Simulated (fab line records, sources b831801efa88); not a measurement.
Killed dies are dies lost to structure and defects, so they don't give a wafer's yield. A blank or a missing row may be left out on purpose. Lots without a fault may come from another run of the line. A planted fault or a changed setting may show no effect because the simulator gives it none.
fab line records | flow sky130
record lots=12 wafers=36 last_day=51
route steps=708 shown VT_ADJUST_NCORE@127 SONOS_TUNNEL@161 POLY_GATE@228 LDD_HVN@271 PAD_OPEN@708
lots that met no fault: from a run of the same line without faults
start_h: hours from the record's first day to the start of the lot's first wafer shown | wait_h: hours since the lot's step before | " the same as in the row above | L1.1+2: a row that stands for several wafers | - no value, or no start given | * or withheld: withheld | < > ~ a bound
route shown NAME@n: a module of which the file shows steps, and the number in the route of the first | usual: mean/standard deviation of fault-free wafers | same: alike in all rows | chamber/n: place in a boat | sites: the reading at each site | _std_site: their standard deviation | _edge_site: outer sites' mean less inner sites' | radius_mm: how far each site lies from the wafer's centre | mask NAME#n: copy n | behind: the tool/chamber that last shaped the wafer | hold: why the lot was held/for how many hours/how that ended | device: the transistor (n, p or np) that didn't switch | end of line: the same wafers' tests at the end of the route | a step without rows: its recipe alone | killed: dies lost to structure and defects at the first sort, not the wafer's yield | map: a wafer's dies, x killed, . not, _ none there
set.NAME: the setting as run; set.NAME@STEP: as run at that earlier step | model.NAME: the simulator's own value behind a step, which no gauge read
steps of the route over a sample of lots; a table a step, a row a wafer
services: from which hour (start_h, from the record's first day; less than 0 if before it) a tool's chamber was out of use, for how many hours, and why
## steps
# step SKY_VT_ADJUST_NCORE_OVL_MEAS_08
# usual VT_ADJUST_NCORE_OVL=-0.9/1.2
# columns lot.wafer tool chamber start_h wait_h VT_ADJUST_NCORE_OVL[nm]
L496.2 overlay-01 - 179.41 0.1 -1.2
L496.3 " - " " 1.1
L496.5 " - " " -0.2
L501.1 overlay-02 - 218.51 0.1 -0.9
L501.2 " - " " 1.3
L501.3 " - " " -0.5
L507.1 overlay-02 - 258.88 0.1 0.1
L507.4 " - " " 0.0
L507.6 " - " " -0.4
L509.1 overlay-02 - 271.01 0.1 0.7
L509.2 " - " " -0.7
L509.5 " - " " -1.0
L510.1 overlay-01 - 282.11 0.1 -1.2
L510.3 " - " " -1.5
L510.5 " - " " -1.7
L511.3 overlay-02 - 287.39 0.1 -2.1
L511.4 " - " " -0.1
L511.5 " - " " -0.9
L513.1 overlay-02 - 299.51 0.1 1.0
L513.3 " - " " 0.6
L513.6 " - " " -0.7
L514.1 overlay-01 - 307.13 0.1 -1.1
L514.2 " - " " -2.0
L514.6 " - " " -1.7
L516.1 overlay-01 - 320.18 0.1 -2.0
L516.3 " - " " -3.3
L516.5 " - " " -3.8
L517.1 overlay-01 - 327.08 0.1 0.3
L517.2 " - " " -0.1
L517.6 " - " " -1.3
L518.1 overlay-01 - 338.63 0.1 -1.4
L518.2 " - " " -0.3
L518.5 " - " " -0.7
L519.2 overlay-01 - 349.01 0.1 -2.2
L519.3 " - " " -2.0
L519.5 " - " " -2.0
# step SKY_SONOS_TUNNEL_CD_MEAS_07
# recipe target_cd_nm=410
# usual cd_nm=410.3/2.1
# columns lot.wafer tool chamber start_h wait_h cd_nm
L496.2 cd_sem-01 - 243.85 0.1 412.2
L496.3 " - " " 408.5
L496.5 " - " " 409.8
L501.1 cd_sem-02 - 289.59 0.1 408.6
L501.2 " - " " 408.4
L501.3 " - " " 409.4
L507.1 cd_sem-01 - 335.07 0.1 409.1
L507.4 " - " " 411.0
L507.6 " - " " 412.0
L509.1 cd_sem-02 - 347.46 0.1 408.0
L509.2 " - " " 407.3
L509.5 " - " " 408.3
L510.1 cd_sem-01 - 359.32 0.1 411.7
L510.3 " - " " 411.7
L510.5 " - " " 412.1
L511.3 cd_sem-01 - 366.73 0.1 409.0
L511.4 " - " " 407.9
L511.5 " - " " 408.9
L513.1 cd_sem-01 - 379.67 0.1 411.3
L513.3 " - " " 408.2
L513.6 " - " " 411.9
L514.1 cd_sem-01 - 386.41 0.1 406.7
L514.2 " - " " 408.8
L514.6 " - " " 409.4
L516.1 cd_sem-02 - 401.89 0.1 412.2
L516.3 " - " " 410.8
L516.5 " - " " 412.5
L517.1 cd_sem-02 - 409.21 0.1 411.9
L517.2 " - " " 411.8
L517.6 " - " " 411.5
L518.1 cd_sem-02 - 422.36 0.1 410.8
L518.2 " - " " 411.5
L518.5 " - " " 409.3
L519.2 cd_sem-02 - 433.33 0.1 412.6
L519.3 " - " " 410.0
L519.5 " - " " 409.1
# step SKY_POLY_GATE_OVL_MEAS_14
# usual POLY_GATE_OVL=2/5.6
# columns lot.wafer tool chamber start_h wait_h POLY_GATE_OVL[nm]
L496.2 overlay-01 - 359.80 0.1 -4
L496.3 " - " " 11
L496.5 " - " " 2
L501.1 overlay-02 - 417.54 0.1 13
L501.2 " - " " -2
L501.3 " - " " 6
L507.1 overlay-02 - 469.04 0.1 -3
L507.4 " - " " 5
L507.6 " - " " 3
L509.1 overlay-01 - 480.21 0.1 4
L509.2 " - " " 4
L509.5 " - " " 0
L510.1 overlay-02 - 489.56 0.1 11
L510.3 " - " " 7
L510.5 " - " " 10
L511.3 overlay-01 - 502.22 0.1 10
L511.4 " - " " 14
L511.5 " - " " 6
L513.1 overlay-01 - 520.70 0.1 -3
L513.3 " - " " 1
L513.6 " - " " -11
L514.1 overlay-01 - 521.68 0.1 1
L514.2 " - " " -3
L514.6 " - " " -2
L516.1 overlay-01 - 535.95 0.1 4
L516.3 " - " " 3
L516.5 " - " " 5
L517.1 overlay-01 - 540.93 0.1 -7
L517.2 " - " " -4
L517.6 " - " " -4
L518.1 overlay-01 - 555.43 0.1 -5
L518.2 " - " " -3
L518.5 " - " " -4
L519.2 overlay-01 - 594.35 0.1 -8
L519.3 " - " " 3
L519.5 " - " " 2
# step SKY_LDD_HVN_EXPOSE_04
# recipe mask_id=HVNTM na=0.6 source_shape=conventional sigma_outer=0.6 polarization=unpolarized target_cd_nm=700 dose_mj=127
# columns lot.wafer tool chamber start_h wait_h mask
L496.2+3+5 iline_stepper-02 0 435.18 - HVNTM#0
L501.1+2+3 iline_stepper-01 0 496.42 - PSDM#0
L507.1+4+6 iline_stepper-01 0 545.23 - HVNTM#0
L509.1+2+5 iline_stepper-01 0 558.33 - HVNTM#0
L510.1+3+5 iline_stepper-02 0 566.00 - HVNTM#0
L511.3+4+5 iline_stepper-01 0 579.22 - HVNTM#0
L513.1+3+6 iline_stepper-01 0 597.42 - HVNTM#0
L514.1+2+6 iline_stepper-01 0 597.85 - HVNTM#0
L516.1+3+5 iline_stepper-02 0 612.87 - HVNTM#0
L517.1+2+6 iline_stepper-01 0 619.18 - HVNTM#0
L518.1+2+5 iline_stepper-01 0 630.66 - HVNTM#0
L519.2+3+5 iline_stepper-01 0 671.28 - HVNTM#0
# step SKY_LDD_HVN_OVL_MEAS_07
# usual LDD_HVN_OVL=-0.1/1.6
# columns lot.wafer tool chamber start_h wait_h LDD_HVN_OVL[nm]
L496.2 overlay-02 - 449.36 0.1 -0.2
L496.3 " - " " 1.5
L496.5 " - " " 0.1
L501.1 overlay-01 - 510.55 0.1 -
L501.2 " - " " -
L501.3 " - " " -
L507.1 overlay-01 - 559.96 0.1 2.8
L507.4 " - " " -1.7
L507.6 " - " " 0.5
L509.1 overlay-02 - 572.37 0.1 0.6
L509.2 " - " " -1.1
L509.5 " - " " -2.0
L510.1 overlay-01 - 581.12 0.1 -0.6
L510.3 " - " " -0.2
L510.5 " - " " 1.5
L511.3 overlay-01 - 593.87 0.1 -2.2
L511.4 " - " " -0.4
L511.5 " - " " -1.7
L513.1 overlay-01 - 611.55 0.1 0.6
L513.3 " - " " 0.4
L513.6 " - " " -0.2
L514.1 overlay-02 - 612.26 0.1 -0.6
L514.2 " - " " 0.8
L514.6 " - " " 1.9
L516.1 overlay-01 - 627.40 0.1 -0.3
L516.3 " - " " -1.5
L516.5 " - " " -1.0
L517.1 overlay-02 - 632.95 0.1 1.3
L517.2 " - " " -1.3
L517.6 " - " " 1.9
L518.1 overlay-02 - 645.82 0.1 -0.3
L518.2 " - " " 1.3
L518.5 " - " " 0.1
L519.2 overlay-01 - 684.96 0.1 0.1
L519.3 " - " " -0.8
L519.5 " - " " 1.2
# step SKY_LDD_HVN_TW_MEAS_10
# usual LDD_HVN_TW=1455/7.2
# columns lot.wafer tool chamber start_h wait_h hold LDD_HVN_TW
L496.2 film_metro-04 - 449.65 0.1 - 1455
L496.3 " - " " - 1458
L496.5 " - " " - 1447
L501.1 film_metro-02 - 510.84 0.1 await_dispo/0.2h/release 31
L501.2 " - " " await_dispo/0.2h/release 31
L501.3 " - " " await_dispo/0.2h/release 31
L501.1 film_metro-02 - 511.07 0.2 - 31
L501.2 " - " " - 31
L501.3 " - " " - 31
L507.1 film_metro-02 - 560.24 0.1 - 1434
L507.4 " - " " - 1433
L507.6 " - " " - 1446
L509.1 film_metro-03 - 572.66 0.1 - 1449
L509.2 " - " " - 1454
L509.5 " - " " - 1455
L510.1 film_metro-04 - 581.41 0.1 - 1458
L510.3 " - " " - 1456
L510.5 " - " " - 1452
L511.3 film_metro-03 - 594.16 0.1 - 1462
L511.4 " - " " - 1467
L511.5 " - " " - 1460
L513.1 film_metro-04 - 611.84 0.1 - 1466
L513.3 " - " " - 1471
L513.6 " - " " - 1459
L514.1 film_metro-04 - 612.54 0.1 - 1462
L514.2 " - " " - 1460
L514.6 " - " " - 1464
L516.1 film_metro-04 - 627.69 0.1 - 1458
L516.3 " - " " - 1459
L516.5 " - " " - 1459
L517.1 film_metro-04 - 633.24 0.1 - 1463
L517.2 " - " " - 1461
L517.6 " - " " - 1453
L518.1 film_metro-02 - 646.11 0.1 - 1450
L518.2 " - " " - 1453
L518.5 " - " " - 1441
L519.2 film_metro-04 - 685.25 0.1 - 1455
L519.3 " - " " - 1461
L519.5 " - " " - 1462
# step SKY_PAD_OPEN_PROBE_99
# usual defect_limited_yield=82.2/2 killed_at_M0_to_M3=43/6.4 killed_at_M4_up=3.2/1.8 killed_at_contacts=25/5.8 killed_at_front_end=16/4.1 killed_at_other=0.2/0.47 killed_dies=88/9.9 killed_open=47/7.3 killed_short=40/7.1 sort_bin_3_pad_short=0.9/0.41 sort_bin_5_function=10.6/1.6 sort_bin_6_memory=6.3/1.2 sort_n_pass=404/9.9 sort_yield_pct=82.2/2
# same gross_dies=492 killed_at_back_side=0 sort_bin_4_leakage[%]=0 sort_bin_8_speed[%]=0
# columns lot.wafer tool chamber start_h wait_h defect_limited_yield[%] killed_at_M0_to_M3 killed_at_M4_up killed_at_contacts killed_at_front_end killed_at_other killed_dies killed_open killed_short sort_bin_3_pad_short[%] sort_bin_5_function[%] sort_bin_6_memory[%] sort_n_pass sort_yield_pct[%]
L510.1 prober-01 - 1152.63 0.1 81.7 51 1 24 14 0 90 45 45 0.8 10.4 7.1 402 81.7
L510.3 prober-01 - 1152.73 0.2 79.1 49 2 34 18 0 103 57 46 1.0 14.0 5.9 389 79.1
L510.5 prober-01 - 1152.83 0.2 81.5 47 3 26 13 2 91 49 40 1.4 10.4 6.7 401 81.5
L514.1 prober-01 - 1174.58 0.1 81.3 42 8 21 21 0 92 50 42 0.8 10.4 7.5 400 81.3
L514.2 prober-01 - 1174.63 0.1 78.7 48 2 38 17 0 105 57 48 0.6 13.2 7.5 387 78.7
L514.6 prober-01 - 1174.83 0.2 81.1 42 4 32 15 0 93 56 37 0.8 11.8 6.3 399 81.1
# killed by level:class
L510.1 VIA1:geometric_particle:short=9 CONTACT:geometric_particle:open=9 METAL1:geometric_particle:short=7 VIA3:geometric_particle:open=7 LI_CONTACT:geometric_particle:open=6 VIA2:geometric_particle:open=6 POLY_GATE:geometric_particle:open=5 VIA2:geometric_particle:short=5
L510.3 VIA1:geometric_particle:open=16 LI_CONTACT:geometric_particle:open=13 METAL1:geometric_particle:short=7 VIA3:geometric_particle:open=6 FIELD_ISO:geometric_particle:open=5 FIELD_ISO:geometric_particle:short=5 LI_CONTACT:geometric_particle:short=5 LOCAL_INTERCONNECT:geometric_particle:short=5
L510.5 VIA1:geometric_particle:open=13 CONTACT:geometric_particle:open=11 VIA2:geometric_particle:open=8 FIELD_ISO:geometric_particle:open=7 CONTACT:geometric_particle:short=5 VIA1:geometric_particle:short=5 METAL2:geometric_particle:short=5 VIA3:geometric_particle:short=5
L514.1 VIA2:geometric_particle:open=9 CONTACT:geometric_particle:open=8 METAL4:geometric_particle:short=7 VIA3:geometric_particle:open=7 FIELD_ISO:geometric_particle:short=6 VIA1:geometric_particle:short=6 FIELD_ISO:geometric_particle:open=5 LI_CONTACT:geometric_particle:open=5
L514.2 CONTACT:geometric_particle:open=13 LI_CONTACT:geometric_particle:open=10 VIA2:geometric_particle:open=9 LI_CONTACT:geometric_particle:short=7 FIELD_ISO:geometric_particle:short=6 VIA3:geometric_particle:open=6 METAL1:geometric_particle:short=6 METAL2:geometric_particle:short=6
L514.6 CONTACT:geometric_particle:open=15 VIA1:geometric_particle:open=10 VIA2:geometric_particle:open=8 LI_CONTACT:geometric_particle:open=7 VIA1:geometric_particle:short=5 POLY_GATE:geometric_particle:open=5 FIELD_ISO:geometric_particle:short=4 LI_CONTACT:geometric_particle:short=4
## services
# columns tool chamber start_h hours kind
iline_stepper-02 - 441.71 10.6 repair
iline_stepper-02 - 460.00 4.6 repair
iline_stepper-01 - 465.59 1.7 pm
iline_stepper-02 - 466.86 12.8 repair
iline_stepper-02 - 488.04 1.7 pm
iline_stepper-02 0 542.01 - calibration
iline_stepper-01 0 544.19 - calibration
iline_stepper-01 - 620.85 2.1 pm
iline_stepper-01 - 622.93 - consumable_replace:lamp
## key
first_sign step=SKY_LDD_HVN_EXPOSE_04 reading=mask direction=changed
effect step=SKY_LDD_HVN_OVL_MEAS_07 reading=LDD_HVN_OVL direction=missing
effect step=SKY_LDD_HVN_TW_MEAS_10 reading=visit direction=added
effect step=SKY_LDD_HVN_TW_MEAS_10 reading=LDD_HVN_TW direction=down sigmas=99+ usual=1455 struck=31
met_at SKY_LDD_HVN_EXPOSE_04
struck_lots L501
scrapped_behind SKY_LDD_HVN_TW_MEAS_10 L501.1,L501.2,L501.3
not_acting_at SKY_VT_ADJUST_NCORE_OVL_MEAS_08,SKY_SONOS_TUNNEL_CD_MEAS_07,SKY_POLY_GATE_OVL_MEAS_14
fault kind=wrong_mask tool=any chamber=- onset_h=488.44 steps=SKY_LDD_HVN_EXPOSE_04 aux_copy=PSDM#0 scope=struck_lots_only
